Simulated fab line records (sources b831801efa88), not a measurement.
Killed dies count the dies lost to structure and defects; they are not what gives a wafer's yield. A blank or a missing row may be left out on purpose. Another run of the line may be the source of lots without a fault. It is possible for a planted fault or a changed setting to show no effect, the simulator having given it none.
2 desks looking at one fault	flow gf180mcu	what lay behind the numbers comes last; until then each desk has only its own

== DESK OF THE TOOL OWNER: iline_stepper-01 ==
The tool's own readings at GF_SAB_EXPOSE_06 (exposes mask SAB, target cd 420 nm): means of the sampled wafers that have a number, for each lot that ran on this tool. If a lot's mean is further than 4 standard deviations from the usual mean, the lot is out of limits and carries the mark OUT (the distance appears in the brackets).
Columns: A = stage_vel_mm_s at GF_SAB_EXPOSE_06, usual 499.96 mm/s
lot	first seen here	A
L724	day 14 09:38	500.06
L726	day 15 08:13	499.70
L728	day 16 02:19	500.20
L730	day 16 17:13	499.86
L731	day 17 09:05	499.81
L733	day 18 15:05	500.15
L735	day 18 15:36	500.17
L734	day 18 22:43	499.87
L736	day 19 12:03	499.89
L737	day 19 12:25	500.02
L747	day 23 00:25	499.82
Finding of this desk: none of the 11 lots has anything out of limits.

== FROM THE METROLOGY DESK ==
Means of the sampled wafers that have a number, per lot and without regard to the tool the lot ran on: this is what the gauges read. If a lot's mean is further than 4 standard deviations from the usual mean, the lot is out of limits and carries the mark OUT (the distance appears in the brackets).
Columns: A = DUAL_GATE_OVL at GF_DUAL_GATE_OVL_MEAS_11, usual -0.2 nm; B = cd_nm at GF_SAB_CD_MEAS_09, usual 419.7 nm; C = CONTACT_CVD_02_THK at GF_CONTACT_THK_MEAS_03, usual 856 nm
lot	first seen here	A	B	C
L724	day 8 04:03	0.4	417.6	851
L726	day 8 21:57	-0.4	419.1	864
L728	day 9 04:55	-0.5	418.8	856
L730	day 9 22:10	0.0	420.6	853
L731	day 10 09:33	-0.8	422.3	848
L732	day 10 20:43	-1.2	422.5	852
L733	day 11 11:15	-0.2	424.2	860
L735	day 11 17:01	-0.4	420.5	858
L734	day 11 19:15	-0.5	414.9	854
L736	day 12 04:20	0.3	296.1 (-56) OUT	-
L737	day 12 04:37	0.5	347.5 (-33) OUT	866
L745	day 14 14:18	-0.9	421.0	858
L746	day 14 15:52	0.2	418.2	872
L747	day 14 23:49	-1.9	419.1	854
This desk finds L736, L737 out of limits, L736 being first, at day 20 00:09 (cd_nm at GF_SAB_CD_MEAS_09). Within limits: L724, L726, L728, L730, L731, L732, L733, L735, L734, L745, L746, L747.

== ALL TOGETHER ==
At day 20 00:09 the metrology desk could have sounded an alarm, on L736, L737.
Nothing out of limits was seen by the tool owner's desk.
On record at the tool owner's desk: L736, L737, within its limits.
All the named lots went through GF_SAB_EXPOSE_06 on iline_stepper-01.

== WHAT THE SIMULATOR HAD INSERTED ==
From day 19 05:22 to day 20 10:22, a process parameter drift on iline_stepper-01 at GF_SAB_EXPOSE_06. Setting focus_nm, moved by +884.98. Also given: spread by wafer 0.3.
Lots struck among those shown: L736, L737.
Delay in hours, fault start to first out-of-limits reading, per desk: metrology desk 19.
